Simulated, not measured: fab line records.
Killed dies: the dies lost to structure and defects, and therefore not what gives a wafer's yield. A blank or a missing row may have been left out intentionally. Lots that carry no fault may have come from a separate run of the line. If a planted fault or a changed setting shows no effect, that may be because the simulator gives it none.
The tool behind it: which one? / flow gf180mcu / 12 lots, 36 wafers sampled, at 5 steps of a route of 602

== WHAT EACH GAUGE READ, for each wafer ==
GF_HV_LDD_RS_MEAS_53: uses a four-point probe to measure.
lot=L524; measured=day 12 10:01; on=film_metro-01; HV_LDD_RS (ohm/sq)=419.3 419.1 419.4
lot=L525; measured=day 12 14:31; on=film_metro-03; HV_LDD_RS (ohm/sq)=418.0 418.9 416.6
lot=L527; measured=day 13 12:19; on=film_metro-01; HV_LDD_RS (ohm/sq)=418.5 418.6 418.7
lot=L528; measured=day 13 20:36; on=film_metro-01; HV_LDD_RS (ohm/sq)=418.6 419.1 419.2
lot=L529; measured=day 14 15:13; on=film_metro-01; HV_LDD_RS (ohm/sq)=405.2 404.6 405.4 404.5 404.1 405.2
lot=L532; measured=day 15 02:43; on=film_metro-01; HV_LDD_RS (ohm/sq)=405.9 405.2 405.1 405.8 405.0 405.5
lot=L534; measured=day 15 20:44; on=film_metro-04; HV_LDD_RS (ohm/sq)=418.0 418.3 418.8
lot=L540; measured=day 17 18:52; on=film_metro-03; HV_LDD_RS (ohm/sq)=417.1 417.5 417.0
lot=L541; measured=day 17 21:09; on=film_metro-01; HV_LDD_RS (ohm/sq)=420.3 419.2 419.1
lot=L543; measured=day 18 19:47; on=film_metro-03; HV_LDD_RS (ohm/sq)=418.2 419.7 418.8
lot=L545; measured=day 19 09:19; on=film_metro-03; HV_LDD_RS (ohm/sq)=419.2 419.4 419.2
lot=L546; measured=day 19 16:01; on=film_metro-03; HV_LDD_RS (ohm/sq)=417.5 418.7 418.9

GF_M1_RS_MEAS_05: uses a four-point probe to measure.
lot=L524; measured=day 16 03:29; on=film_metro-02; M1_ALCU_RS (ohm/sq)=0.0698 0.0707 0.0698
lot=L525; measured=day 16 07:22; on=film_metro-04; M1_ALCU_RS (ohm/sq)=0.0709 0.0699 0.0694
lot=L527; measured=day 17 10:32; on=film_metro-04; M1_ALCU_RS (ohm/sq)=0.0698 0.0688 0.0677
lot=L528; measured=day 17 20:27; on=film_metro-02; M1_ALCU_RS (ohm/sq)=0.0710 0.0698 0.0705
lot=L529; measured=day 18 16:50; on=film_metro-04; M1_ALCU_RS (ohm/sq)=0.0689 0.0692 0.0698
lot=L532; measured=day 19 05:03; on=film_metro-04; M1_ALCU_RS (ohm/sq)=0.0695 0.0695 0.0699
lot=L534; measured=day 20 02:32; on=film_metro-04; M1_ALCU_RS (ohm/sq)=0.0698 0.0690 0.0704
lot=L540; measured=day 22 00:57; on=film_metro-01; M1_ALCU_RS (ohm/sq)=0.0685 0.0698 0.0680
lot=L541; measured=day 22 04:09; on=film_metro-04; M1_ALCU_RS (ohm/sq)=0.0696 0.0705 0.0701
lot=L543; measured=day 23 02:03; on=film_metro-02; M1_ALCU_RS (ohm/sq)=0.0683 0.0678 0.0686
lot=L545; measured=day 23 14:14; on=film_metro-02; M1_ALCU_RS (ohm/sq)=0.0692 0.0692 0.0687
lot=L546; measured=day 23 22:10; on=film_metro-02; M1_ALCU_RS (ohm/sq)=0.0682 0.0684 0.0702

== WHICH TOOL RAN EACH LOT (tool, then ch and the chambers of the sampled wafers, then the start) ==
lot=L524; GF_HV_LDD_IMPLANT_09=implanter-03 ch 0, day 10 01:46; GF_HV_LDD_CVD_54=lpcvd-01 ch 1, day 12 10:08; GF_CONTACT_SPUTTER_23=pvd_sputter-01, day 16 02:39
lot=L525; GF_HV_LDD_IMPLANT_09=implanter-03 ch 0, day 10 06:11; GF_HV_LDD_CVD_54=lpcvd-01 ch 1, day 12 14:38; GF_CONTACT_SPUTTER_23=pvd_sputter-03, day 16 06:30
lot=L527; GF_HV_LDD_IMPLANT_09=implanter-03 ch 0, day 11 01:14; GF_HV_LDD_CVD_54=lpcvd-02 ch 1, day 13 12:26; GF_CONTACT_SPUTTER_23=pvd_sputter-03, day 17 09:42
lot=L528; GF_HV_LDD_IMPLANT_09=implanter-03 ch 0, day 11 09:01; GF_HV_LDD_CVD_54=lpcvd-01 ch 1, day 13 20:43; GF_CONTACT_SPUTTER_23=pvd_sputter-01, day 17 19:37
lot=L529; GF_HV_LDD_IMPLANT_09=implanter-03 ch 0, day 12 01:05; GF_HV_LDD_CVD_54=lpcvd-02 ch 0, day 14 18:55; GF_CONTACT_SPUTTER_23=pvd_sputter-03, day 18 15:59
lot=L532; GF_HV_LDD_IMPLANT_09=implanter-03 ch 0, day 12 11:21; GF_HV_LDD_CVD_54=lpcvd-02 ch 0, day 15 13:42; GF_CONTACT_SPUTTER_23=pvd_sputter-02, day 19 04:09
lot=L534; GF_HV_LDD_IMPLANT_09=implanter-04 ch 0, day 13 04:27; GF_HV_LDD_CVD_54=lpcvd-02 ch 0, day 15 21:19; GF_CONTACT_SPUTTER_23=pvd_sputter-02, day 20 01:41
lot=L540; GF_HV_LDD_IMPLANT_09=implanter-03 ch 0, day 14 22:16; GF_HV_LDD_CVD_54=lpcvd-02 ch 1, day 17 18:59; GF_CONTACT_SPUTTER_23=pvd_sputter-02, day 22 00:07
lot=L541; GF_HV_LDD_IMPLANT_09=implanter-03 ch 0, day 15 00:52; GF_HV_LDD_CVD_54=lpcvd-01 ch 1, day 17 21:16; GF_CONTACT_SPUTTER_23=pvd_sputter-03, day 22 03:19
lot=L543; GF_HV_LDD_IMPLANT_09=implanter-03 ch 0, day 15 21:51; GF_HV_LDD_CVD_54=lpcvd-02 ch 0, day 18 19:53; GF_CONTACT_SPUTTER_23=pvd_sputter-01, day 23 01:11
lot=L545; GF_HV_LDD_IMPLANT_09=implanter-03 ch 0, day 16 10:13; GF_HV_LDD_CVD_54=lpcvd-02 ch 1, day 19 09:26; GF_CONTACT_SPUTTER_23=pvd_sputter-02, day 23 13:24
lot=L546; GF_HV_LDD_IMPLANT_09=implanter-03 ch 0, day 16 16:32; GF_HV_LDD_CVD_54=lpcvd-01 ch 0, day 19 16:08; GF_CONTACT_SPUTTER_23=pvd_sputter-03, day 23 21:14
- GF_HV_LDD_IMPLANT_09
- GF_HV_LDD_CVD_54: deposits SiO2 from TEOS, target thk 10 nm, time 75 s.
- GF_CONTACT_SPUTTER_23: material TiN, target thk 10 nm, time 40 s.

== WHAT THE TOOLS THEMSELVES READ (means of the sampled wafers that have a number; where no wafer has one, the mark that the record gives instead) ==
GF_HV_LDD_IMPLANT_09.
lot=L524; tool=implanter-03; beam_energy_keV=40.006; dose_ions_cm2=9.9997e+13; faraday_current_uA=558; tilt_deg (degrees)=7.001
lot=L525; tool=implanter-03; beam_energy_keV=40.000; dose_ions_cm2=1.0002e+14; faraday_current_uA=567; tilt_deg (degrees)=7.012
lot=L527; tool=implanter-03; beam_energy_keV=40.012; dose_ions_cm2=1.0005e+14; faraday_current_uA=556; tilt_deg (degrees)=6.991
lot=L528; tool=implanter-03; beam_energy_keV=39.995; dose_ions_cm2=9.9943e+13; faraday_current_uA=564; tilt_deg (degrees)=7.013
lot=L529; tool=implanter-03; beam_energy_keV=39.989; dose_ions_cm2=1.0717e+14; faraday_current_uA=610; tilt_deg (degrees)=7.048
lot=L532; tool=implanter-03; beam_energy_keV=40.003; dose_ions_cm2=1.0719e+14; faraday_current_uA=602; tilt_deg (degrees)=6.983
lot=L534; tool=implanter-04; beam_energy_keV=39.986; dose_ions_cm2=9.9983e+13; faraday_current_uA=557; tilt_deg (degrees)=7.002
lot=L540; tool=implanter-03; beam_energy_keV=40.005; dose_ions_cm2=9.9953e+13; faraday_current_uA=568; tilt_deg (degrees)=7.004
lot=L541; tool=implanter-03; beam_energy_keV=39.998; dose_ions_cm2=1.0008e+14; faraday_current_uA=548; tilt_deg (degrees)=7.024
lot=L543; tool=implanter-03; beam_energy_keV=40.006; dose_ions_cm2=1.0002e+14; faraday_current_uA=566; tilt_deg (degrees)=6.995
lot=L545; tool=implanter-03; beam_energy_keV=39.995; dose_ions_cm2=9.9967e+13; faraday_current_uA=558; tilt_deg (degrees)=6.986
lot=L546; tool=implanter-03; beam_energy_keV=39.999; dose_ions_cm2=9.9943e+13; faraday_current_uA=565; tilt_deg (degrees)=6.974

GF_HV_LDD_CVD_54.
lot=L524; tool=lpcvd-01; zone_power_lower_pct (%)=10.5
lot=L525; tool=lpcvd-01; zone_power_lower_pct (%)=10.5
lot=L527; tool=lpcvd-02; zone_power_lower_pct (%)=9.4
lot=L528; tool=lpcvd-01; zone_power_lower_pct (%)=10.3
lot=L529; tool=lpcvd-02; zone_power_lower_pct (%)=9.3
lot=L532; tool=lpcvd-02; zone_power_lower_pct (%)=9.3
lot=L534; tool=lpcvd-02; zone_power_lower_pct (%)=9.2
lot=L540; tool=lpcvd-02; zone_power_lower_pct (%)=9.4
lot=L541; tool=lpcvd-01; zone_power_lower_pct (%)=10.4
lot=L543; tool=lpcvd-02; zone_power_lower_pct (%)=9.3
lot=L545; tool=lpcvd-02; zone_power_lower_pct (%)=9.5
lot=L546; tool=lpcvd-01; zone_power_lower_pct (%)=10.9

GF_CONTACT_SPUTTER_23.
lot=L524; tool=pvd_sputter-01; throttle_valve_pct (%)=29.0
lot=L525; tool=pvd_sputter-03; throttle_valve_pct (%)=30.3
lot=L527; tool=pvd_sputter-03; throttle_valve_pct (%)=29.8
lot=L528; tool=pvd_sputter-01; throttle_valve_pct (%)=29.1
lot=L529; tool=pvd_sputter-03; throttle_valve_pct (%)=30.7
lot=L532; tool=pvd_sputter-02; throttle_valve_pct (%)=30.2
lot=L534; tool=pvd_sputter-02; throttle_valve_pct (%)=30.4
lot=L540; tool=pvd_sputter-02; throttle_valve_pct (%)=30.1
lot=L541; tool=pvd_sputter-03; throttle_valve_pct (%)=30.0
lot=L543; tool=pvd_sputter-01; throttle_valve_pct (%)=29.5
lot=L545; tool=pvd_sputter-02; throttle_valve_pct (%)=30.5
lot=L546; tool=pvd_sputter-03; throttle_valve_pct (%)=30.0

== THE ANSWER, worked out from the rows above alone ==
Rule: what is usual is taken from the lots themselves. Put in order of their means at a reading, lots are off if they are a third of the lots or fewer, leave a main group of 4 or more, and stand apart from it by a gap of 3 or more times the standard deviation of the main group's means; of several such gaps the widest counts. The tables above print the reading to a certain number of digits; a main group whose means all agree to those digits is not used. A lot without any number at a reading at which 4 lots or more have one is off too. Where the step has rows for the other lots, those lots are counted as sound. Order of review: gauges by route order, followed by the tools' own readings, for which a lot's mean as printed above is used. The first step at which some lot is off is used, and at that step the reading that is off furthest; a lot without a number counts as furthest.
Off: L529, L532, seen at GF_HV_LDD_RS_MEAS_53 (HV_LDD_RS). For the main group the mean is 418.6 ohm/sq and the standard deviation 0.68.
A tool fits if, at a process step before that reading, it ran every lot that is off, and no sound lot after the first of them. The gauges at GF_HV_LDD_RS_MEAS_53 aren't tried: what is off there is off at GF_HV_LDD_IMPLANT_09 too, on other tools, and a gauge's error can't cause that. Of those tried, none fits.

== WHAT THE SIMULATOR HAD PUT IN ==
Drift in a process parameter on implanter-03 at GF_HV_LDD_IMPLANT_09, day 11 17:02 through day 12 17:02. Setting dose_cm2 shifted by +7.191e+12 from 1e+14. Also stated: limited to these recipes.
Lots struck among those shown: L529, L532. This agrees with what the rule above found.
